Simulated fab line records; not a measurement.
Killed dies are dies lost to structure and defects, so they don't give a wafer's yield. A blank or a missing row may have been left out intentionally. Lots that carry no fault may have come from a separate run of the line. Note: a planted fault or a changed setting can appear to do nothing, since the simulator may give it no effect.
Comparing a struck lot with a sound one	flow gf180mcu	22 out of 602 route steps
Sound: the wafers L655.1, L655.4, L655.6. The struck wafers were L666.1, L666.3, L666.6. The cause is given at the end.
Order at every step that has rows: each side's tool, ch and its chambers, its first start. Under that, the readings that differ: sound wafers	struck wafers	difference of the means	sigmas: that difference in standard deviations of wafers without a fault.
alike: readings whose means differ by less than 2 such deviations, and words and numbers that are the same on both sides. not compared: withheld readings, readings that some wafer has no value for, bounds like >300 that may hide the same value, and numbers for which the record gives no deviation and whose values overlap.
The two part at a step that has a row with sigmas, a row that says differs or no value, or rows on one side only. Numbers that have no deviation but don't overlap get no sigmas and don't part them. A reading that every wafer of one side lacks parts them only if that side has two wafers or more.

first, 5 steps without rows for these wafers: GF_MVPSD_COAT_02 (resist thk 3000 nm); GF_MVPSD_SOFTBAKE_03; GF_MVPSD_EXPOSE_04 (exposes mask MVPSD, target cd 1000 nm); GF_MVPSD_PEB_05; GF_MVPSD_DEVELOP_06 (develop time 60 s).
GF_MVPSD_OVL_MEAS_07:
  sound on overlay-02 at day 5 19:26; struck on overlay-02 at day 8 12:28
  alike: MVPSD_OVL
then, 2 steps without rows for these wafers: GF_MVPSD_IMPLANT_08; GF_MVPSD_IMPLANT_09.
GF_MVPSD_STRIP_10: strips in O2/N2.
  sound on plasma_asher-01 ch 0,1, day 5 19:46; struck on plasma_asher-02 ch 0,1, day 8 12:48
  alike: drypump_motor_current_A, heater_power_w, oes_product_au, strip_time_to_endpoint_s
  not compared: rf_hours_counter_h
GF_MVPSD_TW_MEAS_11:
  sound on film_metro-02 at day 5 19:52; struck on film_metro-04 at day 8 12:54
  alike: MVPSD_TW
then, 2 steps without rows for these wafers: GF_VT_IMPLANT_DEHYDRATE_00 (time 60 s); GF_VT_IMPLANT_HMDS_01 (prime time 60 s).
GF_VT_IMPLANT_COAT_02: resist thk 1000 nm.
  sound on litho_track-01 ch 0, day 6 02:41; struck on litho_track-01 ch 0, day 8 20:50
reading	sound	struck	difference	sigmas
model.NOVOLAK_of_VT_IMPLANT_COAT_02.thk_nm (nm)	999.9 1001 1001	929.4 930.3 928.5	-71.2	
then, 3 steps without rows for these wafers: GF_VT_IMPLANT_SOFTBAKE_03 (time 60 s); GF_VT_IMPLANT_EXPOSE_04 (exposes mask LVPWELL LV AREA, target cd 600 nm); GF_VT_IMPLANT_PEB_05.
GF_VT_IMPLANT_DEVELOP_06: develop time 60 s.
  sound on litho_track-01 ch 0, day 6 10:17; struck on litho_track-02 ch 0, day 9 06:04
reading	sound	struck	difference	sigmas
model.NOVOLAK_of_VT_IMPLANT_COAT_02.thk_nm (nm)	996.2 997.7 997.3	926 926.8 925	-71	
GF_VT_IMPLANT_OVL_MEAS_07:
  sound on overlay-02 at day 6 10:26; struck on overlay-01 at day 9 06:13
  alike: VT_IMPLANT_OVL
after that, 1 step had no rows for these wafers: GF_VT_IMPLANT_IMPLANT_08.
GF_VT_IMPLANT_STRIP_09: strips in O2/N2.
  sound on plasma_asher-04 ch 0,1, day 6 10:38; struck on plasma_asher-04 ch 0,1, day 9 06:24
reading	sound	struck	difference	sigmas
strip_time_to_endpoint_s (s)	12.59 12.60 12.59	11.78 11.78 11.75	-0.82	-26
  alike: drypump_motor_current_A, heater_power_w, oes_product_au
  not compared: rf_hours_counter_h
GF_VT_IMPLANT_TW_MEAS_10:
  sound on film_metro-03 at day 6 10:44; struck on film_metro-01 at day 9 06:30
reading	sound	struck	difference	sigmas
VT_IMPLANT_TW	558 557 554	569 568 570	+13	+3
after that, 1 step had no rows for these wafers: GF_PASSIVATION_PROBE_99.

## WHERE THEY PART
Earliest at GF_VT_IMPLANT_STRIP_09; latest, in this record, at GF_VT_IMPLANT_TW_MEAS_10.

WHY: whatever the simulator had introduced
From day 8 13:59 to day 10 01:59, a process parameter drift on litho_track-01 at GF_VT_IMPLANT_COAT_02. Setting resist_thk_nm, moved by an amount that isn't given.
